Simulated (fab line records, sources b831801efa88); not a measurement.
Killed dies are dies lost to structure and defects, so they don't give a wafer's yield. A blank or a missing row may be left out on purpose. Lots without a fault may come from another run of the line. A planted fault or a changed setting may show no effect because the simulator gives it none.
Which tool did it? | flow gf180mcu | 12 lots, 36 wafers sampled, at 4 steps of a route of 602

WHAT THE GAUGES READ, wafer by wafer
GF_LVPWELL_OVL_MEAS_07. Usual: LVPWELL_OVL 0.6 nm, standard deviation 1.2.
lot  | measured    | on         | LVPWELL_OVL (nm) | flag
L423 | day 4 03:13 | overlay-02 | 1.1 1.4 0.4      |
L425 | day 4 13:22 | overlay-01 | 2.1 2.2 0.5      |
L429 | day 5 16:46 | overlay-01 | 0.7 0.8 1.3      |
L430 | day 5 19:32 | overlay-01 | 1.0 1.1 2.3      |
L432 | day 6 09:20 | overlay-01 | - - -            | OFF
L433 | day 6 12:08 | overlay-02 | - - -            | OFF
L435 | day 6 22:52 | overlay-02 | 0.9 1.3 0.5      |
L441 | day 8 09:02 | overlay-01 | -0.1 1.4 1.1     |
L442 | day 8 13:49 | overlay-02 | 0.8 1.3 -0.4     |
L443 | day 8 18:26 | overlay-02 | 1.4 3.4 0.6      |
L444 | day 9 02:35 | overlay-01 | -0.3 -1.2 -1.2   |
L445 | day 9 05:31 | overlay-02 | -0.1 0.0 0.5     |

GF_MVPSD_TW_MEAS_11. Usual: MVPSD_TW 551.3, standard deviation 3.
lot  | measured     | on            | MVPSD_TW          | flag
L423 | day 5 08:35  | film_metro-01 | 550.2 552.5 554.6 |
L425 | day 5 19:38  | film_metro-03 | 558.3 554.9 556.5 |
L429 | day 7 00:18  | film_metro-04 | 551.1 549.5 551.9 |
L430 | day 7 04:01  | film_metro-04 | 548.3 549.6 549.5 |
L432 | day 7 16:57  | film_metro-01 | 691.3 695.1 695.1 | OFF
L433 | day 7 21:05  | film_metro-01 | 687.6 692.5 692.3 | OFF
L435 | day 8 07:25  | film_metro-01 | 556.1 552.5 555.6 |
L441 | day 9 21:33  | film_metro-04 | 549.7 551.5 551.6 |
L442 | day 10 00:58 | film_metro-04 | 551.2 548.7 547.6 |
L443 | day 10 05:35 | film_metro-03 | 549.4 551.0 553.9 |
L444 | day 10 14:23 | film_metro-04 | 546.6 549.4 546.2 |
L445 | day 10 18:20 | film_metro-04 | 547.3 549.4 550.0 |

GF_VT_IMPLANT_TW_MEAS_10. Usual: VT_IMPLANT_TW 564, standard deviation 3.9.
lot  | measured     | on            | VT_IMPLANT_TW | flag
L423 | day 5 23:19  | film_metro-02 | 570 567 570   |
L425 | day 6 11:20  | film_metro-01 | 565 566 562   |
L429 | day 7 16:42  | film_metro-02 | 567 570 570   |
L430 | day 7 20:34  | film_metro-04 | 563 561 561   |
L432 | day 8 09:41  | film_metro-01 | 701 704 703   | OFF
L433 | day 8 13:23  | film_metro-02 | 704 704 702   | OFF
L435 | day 8 23:31  | film_metro-04 | 557 555 558   |
L441 | day 10 15:11 | film_metro-04 | 559 557 559   |
L442 | day 10 19:19 | film_metro-01 | 566 565 561   |
L443 | day 10 23:44 | film_metro-04 | 557 561 560   |
L444 | day 11 08:59 | film_metro-01 | 564 562 567   |
L445 | day 11 13:20 | film_metro-02 | 564 566 563   |

WHICH TOOL RAN EACH LOT (tool, then ch and the chambers of the sampled wafers, then the start)
lot  | GF_LVPWELL_COAT_02
L423 | litho_track-02 ch 0, day 3 20:08
L425 | litho_track-03 ch 0, day 4 06:28
L429 | litho_track-04 ch 0, day 5 09:40
L430 | litho_track-03 ch 0, day 5 12:20
L432 | litho_track-03, day 6 02:07
L433 | litho_track-04, day 6 04:43
L435 | litho_track-03 ch 0, day 6 14:22
L441 | litho_track-03 ch 0, day 8 00:37
L442 | litho_track-04 ch 0, day 8 05:34
L443 | litho_track-02 ch 0, day 8 09:23
L444 | litho_track-03 ch 0, day 8 17:40
L445 | litho_track-04 ch 0, day 8 20:38
- GF_LVPWELL_COAT_02: resist thk 3000 nm.

WHAT THE TOOLS THEMSELVES READ (means of the sampled wafers that have a number; where no wafer has one, the mark that the record gives instead)
GF_LVPWELL_COAT_02. Usual: chill_plate_temp_C 23.00 C, standard deviation 0.1; dispense_pressure_kPa 51 kPa, standard deviation 5.1.
lot  | tool           | chill_plate_temp_C (C) | dispense_pressure_kPa (kPa) | flag
L423 | litho_track-02 | 23.12                  | 48                          |
L425 | litho_track-03 | 22.91                  | 58                          |
L429 | litho_track-04 | 23.01                  | 47                          |
L430 | litho_track-03 | 22.92                  | 58                          |
L432 | litho_track-03 | -                      | -                           | OFF
L433 | litho_track-04 | -                      | -                           | OFF
L435 | litho_track-03 | 22.87                  | 58                          |
L441 | litho_track-03 | 23.04                  | 58                          |
L442 | litho_track-04 | 22.89                  | 47                          |
L443 | litho_track-02 | 23.01                  | 48                          |
L444 | litho_track-03 | 23.01                  | 58                          |
L445 | litho_track-04 | 23.03                  | 47                          |

THE ANSWER, worked out from the rows above alone
Rule: a lot is off if the mean of its wafers that have a number lies more than 3 standard deviations from the usual mean. A lot without any number at a reading at which 4 lots or more have one is off too. The other lots that the step has rows for count as sound. The gauges are gone through in route order, then the tools' own readings, and for those a lot's mean is taken as printed above. The first step at which some lot is off is used, and at that step the reading that is off furthest; a lot without a number counts as furthest.
Off: L432, L433, at GF_LVPWELL_OVL_MEAS_07 (LVPWELL_OVL). Without a number there: L432, L433.
A tool fits if, at a process step before that reading, it ran every lot that is off, and no sound lot after the first of them. The gauges at GF_LVPWELL_OVL_MEAS_07 aren't tried: what is off there is off at GF_MVPSD_TW_MEAS_11 too, on other tools, and a gauge's error can't cause that. None of those tried fits.

WHAT THE SIMULATOR HAD PUT IN
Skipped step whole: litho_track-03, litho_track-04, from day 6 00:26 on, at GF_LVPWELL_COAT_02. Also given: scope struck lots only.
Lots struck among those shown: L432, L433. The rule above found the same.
